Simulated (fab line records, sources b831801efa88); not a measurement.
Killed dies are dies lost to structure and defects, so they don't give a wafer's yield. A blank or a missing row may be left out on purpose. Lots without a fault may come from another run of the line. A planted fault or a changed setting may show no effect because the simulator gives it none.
Which tool did it? | flow gf180mcu | 11 lots, 33 wafers sampled, at 5 steps of a route of 602

WHAT THE GAUGES READ, wafer by wafer
GF_V3_OVL_MEAS_15.
lot  | measured     | on         | V3_OVL (nm)
L920 | day 22 08:50 | overlay-01 | 11 2 8
L921 | day 23 11:12 | overlay-01 | -1 -5 -2
L922 | day 23 14:07 | overlay-01 | -4 3 2
L923 | day 23 18:26 | overlay-02 | -3 -7 -6
L927 | day 25 03:40 | overlay-01 | -2 2 6
L931 | day 25 20:00 | overlay-02 | 4 3 -2
L932 | day 26 08:22 | overlay-02 | 0 2 -4
L933 | day 26 15:31 | overlay-01 | 0 -9 -10
L934 | day 27 01:21 | overlay-02 | 1 8 9
L939 | day 28 18:03 | overlay-02 | -5 -9 -5
L942 | day 29 09:34 | overlay-01 | 0 -4 0

GF_TOP_METAL_RS_MEAS_05: measures by four-point-probe.
lot  | measured     | on            | TOP_METAL_ALCU_RS (ohm/sq)
L920 | day 27 07:01 | film_metro-03 | 0.0335 0.0332 0.0335
L921 | day 28 06:04 | film_metro-02 | 0.0330 0.0331 0.0329
L922 | day 28 09:19 | film_metro-03 | 0.0323 0.0335 0.0330
L923 | day 28 12:55 | film_metro-01 | 0.0335 0.0338 0.0335
L927 | day 29 19:59 | film_metro-01 | 0.0330 0.0326 0.0329
L931 | day 30 08:55 | film_metro-01 | 0.0336 0.0337 0.0340
L932 | day 30 19:09 | film_metro-02 | 0.0236 0.0237 0.0238 0.0236 0.0237 0.0239
L933 | day 31 00:13 | film_metro-03 | 0.0233 0.0233 0.0231 0.0232 0.0233 0.0231
L934 | day 31 09:17 | film_metro-03 | 0.0335 0.0325 0.0324
L939 | day 32 20:25 | film_metro-03 | 0.0332 0.0326 0.0334
L942 | day 33 09:14 | film_metro-01 | 0.0329 0.0328 0.0327

GF_TOP_METAL_THK_MEAS_06: measures by xrf.
lot  | measured     | on            | TOP_METAL_ALCU_THK (nm)
L920 | day 27 07:08 | film_metro-03 | 888 897 888
L921 | day 28 06:11 | film_metro-02 | 898 892 896
L922 | day 28 09:26 | film_metro-03 | 923 886 901
L923 | day 28 13:02 | film_metro-01 | 880 872 887
L927 | day 29 20:05 | film_metro-01 | 899 911 904
L931 | day 30 09:02 | film_metro-01 | 890 884 873
L932 | day 31 00:04 | film_metro-02 | 1254 1241 1240 1250 1242 1238
L933 | day 31 03:40 | film_metro-03 | 1284 1279 1292 1282 1278 1292
L934 | day 31 09:23 | film_metro-03 | 895 917 920
L939 | day 32 20:32 | film_metro-03 | 896 914 890
L942 | day 33 09:22 | film_metro-01 | 902 903 907

WHICH TOOL RAN EACH LOT (tool, then ch and the chambers of the sampled wafers, then the start)
lot  | GF_MIM_SPUTTER_08            | GF_TOP_METAL_SPUTTER_02
L920 | pvd_sputter-04, day 24 10:53 | pvd_sputter-04, day 27 06:55
L921 | pvd_sputter-04, day 25 12:04 | pvd_sputter-03, day 28 05:59
L922 | pvd_sputter-01, day 25 14:56 | pvd_sputter-01, day 28 09:14
L923 | pvd_sputter-02, day 25 19:28 | pvd_sputter-03, day 28 12:50
L927 | pvd_sputter-04, day 27 04:20 | pvd_sputter-03, day 29 19:52
L931 | pvd_sputter-04, day 27 18:35 | pvd_sputter-01, day 30 08:49
L932 | pvd_sputter-04, day 28 06:35 | pvd_sputter-03, day 30 19:04
L933 | pvd_sputter-04, day 28 12:18 | pvd_sputter-03, day 31 00:08
L934 | pvd_sputter-04, day 28 21:59 | pvd_sputter-04, day 31 09:10
L939 | pvd_sputter-04, day 30 12:55 | pvd_sputter-04, day 32 20:20
L942 | pvd_sputter-02, day 31 03:05 | pvd_sputter-04, day 33 09:09
- GF_MIM_SPUTTER_08: material AlCu, target thk 200 nm, time 10.6 s.
- GF_TOP_METAL_SPUTTER_02: material AlCu, target thk 900 nm, time 47.82 s.

WHAT THE TOOLS THEMSELVES READ (means of the sampled wafers that have a number; where no wafer has one, the mark that the record gives instead)
GF_MIM_SPUTTER_08.
lot  | tool           | throttle_valve_pct (%)
L920 | pvd_sputter-04 | 30.8
L921 | pvd_sputter-04 | 30.8
L922 | pvd_sputter-01 | 28.9
L923 | pvd_sputter-02 | 29.5
L927 | pvd_sputter-04 | 30.1
L931 | pvd_sputter-04 | 30.5
L932 | pvd_sputter-04 | 30.9
L933 | pvd_sputter-04 | 30.5
L934 | pvd_sputter-04 | 30.8
L939 | pvd_sputter-04 | 30.4
L942 | pvd_sputter-02 | 30.7

GF_TOP_METAL_SPUTTER_02.
lot  | tool           | throttle_valve_pct (%)
L920 | pvd_sputter-04 | 30.7
L921 | pvd_sputter-03 | 30.0
L922 | pvd_sputter-01 | 29.2
L923 | pvd_sputter-03 | 31.0
L927 | pvd_sputter-03 | 29.9
L931 | pvd_sputter-01 | 29.5
L932 | pvd_sputter-03 | 29.8
L933 | pvd_sputter-03 | 29.2
L934 | pvd_sputter-04 | 31.0
L939 | pvd_sputter-04 | 31.0
L942 | pvd_sputter-04 | 30.3

THE ANSWER, worked out from the rows above alone
Rule: what is usual is taken from the lots themselves. Put in order of their means at a reading, lots are off if they are a third of the lots or fewer, leave a main group of 4 or more, and stand apart from it by a gap of 3 or more times the standard deviation of the main group's means; of several such gaps the widest counts. A main group whose means are all the same, to the digits that the tables above print for the reading, isn't used. A lot without any number at a reading at which 4 lots or more have one is off too. The other lots that the step has rows for count as sound. The gauges are gone through in route order, then the tools' own readings, and for those a lot's mean is taken as printed above. The first step at which some lot is off is used, and at that step the reading that is off furthest; a lot without a number counts as furthest.
Off: L932, L933, at GF_TOP_METAL_RS_MEAS_05 (TOP_METAL_ALCU_RS). The main group: mean 0.0331 ohm/sq, standard deviation 0.00034.
A tool fits if, at a process step before that reading, it ran every lot that is off, and no sound lot after the first of them. The gauges at GF_TOP_METAL_RS_MEAS_05 are tried like those tools. One fits: pvd_sputter-03 at GF_TOP_METAL_SPUTTER_02. Its last sound lot is L927 (day 29 19:52), its first lot that is off L932 (day 30 19:04): a fault that began between those two fits.

WHAT THE SIMULATOR HAD PUT IN
Process parameter drift: pvd_sputter-03, from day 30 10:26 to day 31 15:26, at GF_TOP_METAL_SPUTTER_02. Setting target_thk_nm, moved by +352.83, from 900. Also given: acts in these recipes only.
Lots struck among those shown: L932, L933. The rule above found the same.
